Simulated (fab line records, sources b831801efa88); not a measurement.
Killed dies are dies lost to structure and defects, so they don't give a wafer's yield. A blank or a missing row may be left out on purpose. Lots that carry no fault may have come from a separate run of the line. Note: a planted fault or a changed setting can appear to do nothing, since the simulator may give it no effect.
A lot that was struck, set against a sound lot | flow gf180mcu | 29 steps out of a route of 602
Sound: wafers L490.1, L490.2, L490.5. Struck: wafer L486.2 (L486.4, L486.6, from the same lot, were not struck and are left out); the cause is given at the end.
Per side, at each step with rows, come the tool, then ch with its chambers, and then its first start. Under that, the readings that differ: sound wafers | struck wafers | difference of the means | sigmas: that difference in standard deviations of wafers without a fault.
alike: a reading whose means differ by less than 2 such deviations, as well as words and numbers matching on both sides. not compared: withheld readings; readings where some wafer has no value; bounds like >300 that might hide an equal value; numbers whose values overlap and for which the record gives no deviation.
A row with sigmas, a row that says differs or no value, or rows on one side alone: a step with any of these is where the two part. Non-overlapping numbers with no deviation appear without sigmas and do not part them. Lack of a reading on every wafer of one side parts them only where that side has two or more wafers.

first, 3 steps without rows for these wafers: GF_M5_EXPOSE_04 (exposes mask Metal5, target cd 280 nm); GF_M5_PEB_05 (peb time 86.86 s); GF_M5_DEVELOP_06 (develop time 60 s).
GF_M5_CD_MEAS_07: target cd 280 nm.
  sound on cdSem-02 at day 32 00:43; struck on cdSem-02 at day 30 19:08
  alike: cdNm
GF_M5_OVL_MEAS_08:
  sound on overlay-02 at day 32 00:50; struck on overlay-01 at day 30 19:14
  alike: M5_OVL
GF_M5_ETCH_09: etches Si3N4 in CF4/O2, target depth 52 nm, time 11.6 s.
  sound on rieDiel-04 ch 0,3, day 32 00:52; struck on rieDiel-02 ch 1, day 30 19:16
reading             | sound             | struck | difference | sigmas
oesProductAu (a.u.) | 0.983 0.975 0.993 | 1.004  | +0.020     | +2
  alike: drypumpMotorCurrentA, throttleValvePct
  not compared: rfHoursCounterH
GF_M5_METAL_ETCH_10: etches the open film in Cl2/BCl3, stops on SiO2, target depth 627.5 nm, time 104.6 s.
  sound on rieMetal-03 ch 0,1, day 32 00:53; struck on rieMetal-02 ch 1, day 30 19:17
reading                  | sound       | struck | difference | sigmas
drypumpMotorCurrentA (A) | 6.0 4.8 4.8 | 6.6    | +1.4       | +2
  alike: heBacksideLeakSccm, oesProductAu, throttleValvePct
  not compared: rfHoursCounterH
GF_M5_STRIP_11: strips in O2/N2.
  sound on plasmaAsher-03 ch 0,1, day 32 01:00; struck on plasmaAsher-04 ch 1, day 30 19:24
reading           | sound          | struck | difference | sigmas
o2FlowSccm (sccm) | 2999 3015 2998 | 2981   | -23        | -2
  alike: drypumpMotorCurrentA, heaterPowerW, oesProductAu, stripTimeToEndpointS
  not compared: rfHoursCounterH
then, 3 steps without rows for these wafers: GF_M5_STRIP_12 (strips in post etch residue remover, time 1200 s); GF_M5_CLEAN_13 (cleans in DIW); GF_V5_CVD_00 (deposits SiO2, target thk 300 nm, time 50 s).
GF_V5_THK_MEAS_01:
  sound on filmMetro-02 at day 32 01:37; struck on filmMetro-02 at day 30 19:59
reading            | sound       | struck | difference | sigmas
V5_CVD_00_THK (nm) | 300 296 295 | 304    | +7         | +2
GF_V5_CVD_02: deposits SiO2 from TEOS, target thk 1450 nm, time 163.28 s.
  sound on pecvd-02 ch 0,1, day 32 01:40; struck on pecvd-01 ch 2, day 30 20:02
  alike: heaterPowerOuterW, heaterPowerW
GF_V5_THK_MEAS_03:
  sound on filmMetro-04 at day 32 01:46; struck on filmMetro-03 at day 30 20:09
reading            | sound          | struck | difference | sigmas
V5_CVD_02_THK (nm) | 1430 1437 1460 | 1111   | -331       | -19
GF_V5_CMP_04: polishes SiO2.
  sound on cmp-02 ch 1,2,3, day 32 01:53; struck on cmp-02 ch 2, day 30 20:22
  alike: motorCurrentA, slurryFilterDpKPa
GF_V5_BOW_MEAS_05:
  sound on filmMetro-03 at day 32 02:08; struck on filmMetro-04 at day 30 20:41
  alike: V5_BOW
then, 8 steps without rows for these wafers: GF_V5_DEHYDRATE_06 (time 60 s); GF_V5_HMDS_07 (prime time 60 s); GF_V5_COAT_08; GF_V5_COAT_09 (resist thk 1000 nm); GF_V5_SOFTBAKE_10 (time 60 s); GF_V5_EXPOSE_11 (exposes mask Via5, target cd 260 nm); GF_V5_PEB_12 (peb time 90 s); GF_V5_DEVELOP_13 (develop time 60 s).
GF_V5_CD_MEAS_14: target cd 260 nm.
  sound on cdSem-01 at day 32 18:54; struck on cdSem-02 at day 31 15:06
reading   | sound             | struck | difference | sigmas
cdNm (nm) | 261.4 259.7 262.1 | 258.2  | -2.9       | -2
GF_V5_OVL_MEAS_15:
  sound on overlay-01 at day 32 19:01; struck on overlay-01 at day 31 15:12
  alike: V5_OVL
then, 1 step without rows for these wafers: GF_V5_ETCH_16 (etches BARC in N2/H2).
GF_V5_ETCH_17: etches SiO2 in C4F8/O2/Ar, stops on TiN, target depth 855 nm.
  sound: rieDiel-03 ch 0,2; struck: rieDiel-01 ch 0
reading             | sound             | struck | difference | sigmas
oesProductAu (a.u.) | 0.861 0.861 0.859 | 0.695  | -0.165     | -38
GF_V5_STRIP_18: strips in O2/N2.
  sound on plasmaAsher-03 ch 0,1, day 32 19:13; struck on plasmaAsher-04 ch 1, day 31 15:23
  alike: drypumpMotorCurrentA, heaterPowerW, o2FlowSccm, oesProductAu
  not compared: rfHoursCounterH

## WHERE THEY PART
First at GF_M5_ETCH_09; last, within this record, at GF_V5_ETCH_17. Later steps at which nothing parts them and some readings are alike: GF_V5_STRIP_18.

WHY: the cause the simulator had injected
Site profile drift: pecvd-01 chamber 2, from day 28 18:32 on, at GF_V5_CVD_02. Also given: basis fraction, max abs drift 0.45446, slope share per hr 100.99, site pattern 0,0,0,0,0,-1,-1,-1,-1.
